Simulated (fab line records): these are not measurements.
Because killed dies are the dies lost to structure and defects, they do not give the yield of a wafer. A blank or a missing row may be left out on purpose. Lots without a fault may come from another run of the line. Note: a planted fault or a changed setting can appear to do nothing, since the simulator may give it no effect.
Chamber matching + flow sky130 + SKY_POLY_GATE_ETCH_17 on rie si-01: 4 sister chambers
The step etches poly-Si in HBr/Cl2, stops on SiO2, target depth 180 nm, time 70.5 s. 8 wafers are shown with their chamber, then 7 later ones without.

## WAFERS, EACH WITH ITS CHAMBER
| wafer  | chamber | oes product au (a.u.) | rf fwd power W (W) |
|--------|---------|-----------------------|--------------------|
| L274.4 | 2       | 0.987                 | 396.9              |
| L283.3 | 0       | 0.992                 | 396.5              |
| L283.6 | 0       | 0.991                 | 399.0              |
| L285.1 | 1       | 0.978                 | 397.9              |
| L285.2 | 3       | 0.996                 | 395.5              |
| L285.4 | 2       | 0.984                 | 398.0              |
| L287.4 | 3       | 0.989                 | 395.5              |
| L287.5 | 1       | 0.980                 | 394.5              |

## WAFERS MISSING THEIR CHAMBER
| wafer  | oes product au (a.u.) | rf fwd power W (W) |
|--------|-----------------------|--------------------|
| L287.6 | 0.981                 | 397.5              |
| L293.1 | 0.978                 | 397.0              |
| L293.2 | 0.988                 | 396.1              |
| L293.5 | 0.987                 | 399.8              |
| L295.3 | 0.982                 | 394.0              |
| L295.4 | 0.993                 | 398.8              |
| L295.5 | 0.994                 | 395.8              |

## WHICH CHAMBER EACH ONE RAN IN
| wafer  | from the rows above               | in truth                   |
|--------|-----------------------------------|----------------------------|
| L287.6 | can't be placed: 1 or 2           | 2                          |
| L293.1 | 1                                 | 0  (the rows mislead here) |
| L293.2 | can't be placed: 2 or 0 or 3 or 1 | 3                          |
| L293.5 | can't be placed: 2 or 0 or 3      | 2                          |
| L295.3 | can't be placed: 1 or 2           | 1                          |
| L295.4 | can't be placed: 0 or 3 or 2      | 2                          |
| L295.5 | can't be placed: 3 or 0           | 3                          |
Placed correctly: 0 of 7. From these rows, 6 cannot be placed; in 6 the true chamber is one of the candidates. Placed wrongly: 1.
How it was worked out, from the rows above alone: a wafer's distance from a chamber is the root of the sum, over the readings, of the square of ((its reading less the chamber's mean) divided by the reading's scatter). If the next closest chamber is less than 2 further off than the closest, the wafer can't be placed; otherwise it belongs to the closest. For every chamber, the mean is computed from those of its wafers that are shown. The scatter: the root of (the sum of the squares of (reading less its chamber's mean) over the shown wafers, divided by (wafers less chambers)).
